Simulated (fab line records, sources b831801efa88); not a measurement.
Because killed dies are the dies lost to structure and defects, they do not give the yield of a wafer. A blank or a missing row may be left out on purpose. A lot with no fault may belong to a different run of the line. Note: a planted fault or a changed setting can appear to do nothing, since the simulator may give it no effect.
Chamber matching    flow sky130    SKY_VIA1_CMP_24 on cmp-02 has 4 sister chambers
The step polishes, stops on SiO2, t overpolish 15 s, target thk 0 nm. 4 wafers are shown with their chamber, then 12 later ones without.

## WAFERS, EACH WITH ITS CHAMBER
wafer   chamber  motor_current_A (A)
L090.1  1        12.2
L091.4  0        10.4
L092.4  3        11.1
L092.5  2        11.8

## WAFERS WITHOUT THEIR CHAMBER
wafer   motor_current_A (A)
L093.2  10.1
L093.5  10.4
L093.6  11.0
L095.1  10.8
L095.2  12.4
L095.5  12.6
L096.1  11.9
L096.5  10.0
L096.6  11.1
L097.1  12.7
L097.4  11.0
L097.6  11.5

## WHICH CHAMBER EACH WENT THROUGH
wafer   from the rows above           in truth
L093.2  0                             0
L093.5  0                             0
L093.6  can't be placed: 3 or 0       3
L095.1  can't be placed: 3 or 0       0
L095.2  can't be placed: 1 or 2       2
L095.5  can't be placed: 1 or 2       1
L096.1  can't be placed: 2 or 1       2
L096.5  0                             0
L096.6  3                             3
L097.1  can't be placed: 1 or 2       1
L097.4  can't be placed: 3 or 0       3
L097.6  can't be placed: 2 or 3 or 1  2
Correctly placed: 4 of 12. Not placeable from these rows: 8 (in 8, the candidates include the true chamber). Placed wrongly: 0.
How it was worked out, from the rows above alone: a wafer's distance from a chamber is the root of the sum, over the readings, of the square of ((its reading less the chamber's mean) divided by the reading's scatter). If the next closest chamber is less than 2 further off than the closest, the wafer can't be placed; otherwise it belongs to the closest. The mean given for a chamber averages the wafers shown for that chamber. The scatter: with one shown wafer a chamber, the root of the mean of the squares of how far each hidden wafer lies from its nearest shown one.
